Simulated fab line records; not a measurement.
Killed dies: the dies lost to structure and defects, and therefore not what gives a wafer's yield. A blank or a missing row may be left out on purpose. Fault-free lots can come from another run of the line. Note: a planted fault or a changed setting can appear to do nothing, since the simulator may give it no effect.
Which tool is to blame? / flow gf180mcu / 12 lots with 36 wafers sampled at 2 steps, on a route of 602 steps

## WHAT THE GAUGES READ, wafer by wafer
GF_SALICIDE_RS_MEAS_04: a four-point-probe measurement.
lot=L535; measured=day 15 01:18; on=filmMetro-01; SALICIDE_TIN_RS (ohm/sq)=16.66 16.71 16.87
lot=L536; measured=day 15 08:47; on=filmMetro-02; SALICIDE_TIN_RS (ohm/sq)=15.96 15.89 15.88
lot=L537; measured=day 15 21:55; on=filmMetro-04; SALICIDE_TIN_RS (ohm/sq)=16.36 16.52 16.45
lot=L538; measured=day 16 11:06; on=filmMetro-01; SALICIDE_TIN_RS (ohm/sq)=16.41 16.02 16.07
lot=L540; measured=day 17 03:22; on=filmMetro-02; SALICIDE_TIN_RS (ohm/sq)=16.21 16.63 16.15
lot=L541; measured=day 17 08:46; on=filmMetro-01; SALICIDE_TIN_RS (ohm/sq)=16.21 15.87 16.09
lot=L544; measured=day 18 13:43; on=filmMetro-02; SALICIDE_TIN_RS (ohm/sq)=16.48 16.53 16.27
lot=L547; measured=day 19 22:32; on=filmMetro-02; SALICIDE_TIN_RS (ohm/sq)=16.12 16.50 16.14
lot=L548; measured=day 20 01:26; on=filmMetro-01; SALICIDE_TIN_RS (ohm/sq)=24.96 24.56 25.01 24.96 24.55 25.07
lot=L549; measured=day 20 06:23; on=filmMetro-04; SALICIDE_TIN_RS (ohm/sq)=24.17 15.95 24.42 24.20 15.96 24.40
lot=L557; measured=day 23 00:34; on=filmMetro-02; SALICIDE_TIN_RS (ohm/sq)=16.33 16.43 16.01
lot=L558; measured=day 23 05:05; on=filmMetro-01; SALICIDE_TIN_RS (ohm/sq)=16.00 16.19 16.07

## WHAT TOOL EACH LOT RAN ON (gives the tool, then ch and the chambers of the sampled wafers, and finally the start)
lot=L535; GF_SALICIDE_SPUTTER_02=pvdSputter-01, day 15 01:11
lot=L536; GF_SALICIDE_SPUTTER_02=pvdSputter-03, day 15 08:42
lot=L537; GF_SALICIDE_SPUTTER_02=pvdSputter-03, day 15 21:51
lot=L538; GF_SALICIDE_SPUTTER_02=pvdSputter-03, day 16 11:03
lot=L540; GF_SALICIDE_SPUTTER_02=pvdSputter-01, day 17 03:18
lot=L541; GF_SALICIDE_SPUTTER_02=pvdSputter-01, day 17 08:42
lot=L544; GF_SALICIDE_SPUTTER_02=pvdSputter-03, day 18 13:40
lot=L547; GF_SALICIDE_SPUTTER_02=pvdSputter-01, day 19 22:28
lot=L548; GF_SALICIDE_SPUTTER_02=pvdSputter-01, day 20 01:23
lot=L549; GF_SALICIDE_SPUTTER_02=pvdSputter-01, day 20 06:20
lot=L557; GF_SALICIDE_SPUTTER_02=pvdSputter-02, day 23 00:27
lot=L558; GF_SALICIDE_SPUTTER_02=pvdSputter-02, day 23 05:01
- GF_SALICIDE_SPUTTER_02: material Co, target thk 10 nm, time 20 s.

## AS READ BY THE TOOLS THEMSELVES (means over the sampled wafers that have a number; for cases with no such wafer, the mark the record gives instead)
GF_SALICIDE_SPUTTER_02.
lot=L535; tool=pvdSputter-01; cathodeDcPowerW (W)=1000.0; throttleValvePct (%)=28.2
lot=L536; tool=pvdSputter-03; cathodeDcPowerW (W)=999.9; throttleValvePct (%)=30.8
lot=L537; tool=pvdSputter-03; cathodeDcPowerW (W)=1000.1; throttleValvePct (%)=30.6
lot=L538; tool=pvdSputter-03; cathodeDcPowerW (W)=1000.1; throttleValvePct (%)=30.8
lot=L540; tool=pvdSputter-01; cathodeDcPowerW (W)=1000.0; throttleValvePct (%)=28.7
lot=L541; tool=pvdSputter-01; cathodeDcPowerW (W)=1000.0; throttleValvePct (%)=28.1
lot=L544; tool=pvdSputter-03; cathodeDcPowerW (W)=999.9; throttleValvePct (%)=31.2
lot=L547; tool=pvdSputter-01; cathodeDcPowerW (W)=1000.0; throttleValvePct (%)=28.8
lot=L548; tool=pvdSputter-01; cathodeDcPowerW (W)=1000.2; throttleValvePct (%)=28.6
lot=L549; tool=pvdSputter-01; cathodeDcPowerW (W)=1000.1; throttleValvePct (%)=28.9
lot=L557; tool=pvdSputter-02; cathodeDcPowerW (W)=1000.1; throttleValvePct (%)=30.5
lot=L558; tool=pvdSputter-02; cathodeDcPowerW (W)=999.8; throttleValvePct (%)=30.7

## THE ANSWER, worked out from the rows above alone
Rule: the lots themselves supply what counts as usual. The widest of any qualifying gaps counts: lots, ordered by their means at a reading, are off when they make up no more than a third of the lots, leave a main group of 4 or more, and stand apart from it by 3 or more times the standard deviation of that group's means. A main group is skipped when, at the precision printed for the reading in the tables above, its means are all equal. Also off: a lot with no number at a reading for which 4 or more lots have one. The other lots that the step has rows for count as sound. The gauges are gone through in route order, then the tools' own readings, and for those a lot's mean is taken as printed above. The first step at which some lot is off is used, and at that step the reading that is off furthest; a lot without a number counts as furthest.
Off: at GF_SALICIDE_RS_MEAS_04 (SALICIDE_TIN_RS), L548, L549. The main group: mean 16.27 ohm/sq, standard deviation 0.22.
A tool fits if, at a process step before that reading, it ran every lot that is off, and no sound lot after the first of them. The gauges at GF_SALICIDE_RS_MEAS_04 are tried like those tools. One fits: pvdSputter-01 at GF_SALICIDE_SPUTTER_02. A fault onset in the window from L547 (day 19 22:28, its last sound lot) to L548 (day 20 01:23, its first lot off) fits.

## WHAT WAS PUT IN BY THE SIMULATOR
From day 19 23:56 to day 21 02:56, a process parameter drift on pvdSputter-01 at GF_SALICIDE_SPUTTER_02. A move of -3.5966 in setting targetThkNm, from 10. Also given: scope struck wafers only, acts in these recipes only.
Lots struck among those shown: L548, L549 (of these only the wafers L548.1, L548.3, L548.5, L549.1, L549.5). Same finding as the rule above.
